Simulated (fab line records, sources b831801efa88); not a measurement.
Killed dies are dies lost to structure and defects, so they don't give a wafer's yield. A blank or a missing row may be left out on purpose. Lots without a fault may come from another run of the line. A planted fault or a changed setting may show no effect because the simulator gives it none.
Which tool did it? | flow sky130 | 6 lots, 16 wafers sampled, at 4 steps of a route of 708

WHAT THE GAUGES READ, wafer by wafer
SKY_VIA4_THK_MEAS_01.
lot  | measured     | on            | VIA4_HDPCVD_THK (nm)
L192 | day 41 22:36 | film_metro-01 | 1754 1759 1758
L193 | day 43 09:43 | film_metro-01 | 1726 1751 1752
L197 | day 43 13:26 | film_metro-01 | 1743 1749 1709
L210 | day 47 02:24 | film_metro-01 | 3279 1748
L211 | day 47 09:26 | film_metro-04 | 3305 1745
L214 | day 47 14:43 | film_metro-03 | 1751 1761 1749

WHICH TOOL RAN EACH LOT (tool, then ch and the chambers of the sampled wafers, then the start)
lot  | SKY_CAP2M_CVD_00              | SKY_CAP2M_STRIP_14                   | SKY_VIA4_HDPCVD_00
L192 | pecvd-01 ch 1,2, day 39 20:59 | plasma_asher-01 ch 0,1, day 40 21:11 | hdpcvd-01 ch 0,1, day 41 22:25
L193 | pecvd-04 ch 0,1, day 41 10:01 | plasma_asher-01 ch 0,1, day 42 09:14 | hdpcvd-01 ch 0,2, day 43 09:32
L197 | pecvd-01 ch 0,2, day 41 13:37 | plasma_asher-01 ch 0,1, day 42 12:43 | hdpcvd-01 ch 0,1,2, day 43 13:16
L210 | pecvd-04 ch 0,1, day 45 06:24 | plasma_asher-02 ch 0,1, day 46 03:34 | hdpcvd-01 ch 0,1, day 47 02:13
L211 | pecvd-03 ch 1,2, day 45 13:19 | plasma_asher-03 ch 0,1, day 46 10:31 | hdpcvd-01 ch 0,1, day 47 09:19
L214 | pecvd-01 ch 1,2, day 45 20:04 | plasma_asher-03 ch 0,1, day 46 16:30 | hdpcvd-02 ch 1,2, day 47 14:32
- SKY_CAP2M_CVD_00: deposits SiO2, target thk 15.5 nm.
- SKY_CAP2M_STRIP_14: strips in O2/N2.
- SKY_VIA4_HDPCVD_00: deposits SiO2, target thk 1750 nm, time 291.7 s.

THE ANSWER, worked out from the rows above alone
Rule: what is usual is taken from the lots themselves. Put in order of their means at a reading, lots are off if they are a third of the lots or fewer, leave a main group of 4 or more, and stand apart from it by a gap of 3 or more times the standard deviation of the main group's means; of several such gaps the widest counts. A main group whose means are all the same, to the digits that the tables above print for the reading, isn't used. A lot without any number at a reading at which 4 lots or more have one is off too. The other lots that the step has rows for count as sound.
Off: L210, L211, at SKY_VIA4_THK_MEAS_01 (VIA4_HDPCVD_THK). The main group: mean 1747 nm, standard deviation 9.2.
A tool fits if, at a process step before that reading, it ran every lot that is off, and no sound lot after the first of them. The gauges at SKY_VIA4_THK_MEAS_01 are tried like those tools. One fits: hdpcvd-01 at SKY_VIA4_HDPCVD_00. Its last sound lot is L197 (day 43 13:16), its first lot that is off L210 (day 47 02:13): a fault that began between those two fits.

WHAT THE SIMULATOR HAD PUT IN
Process parameter drift: hdpcvd-01, from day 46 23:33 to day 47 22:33, at SKY_VIA4_HDPCVD_00. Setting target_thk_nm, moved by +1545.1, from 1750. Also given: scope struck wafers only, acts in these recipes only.
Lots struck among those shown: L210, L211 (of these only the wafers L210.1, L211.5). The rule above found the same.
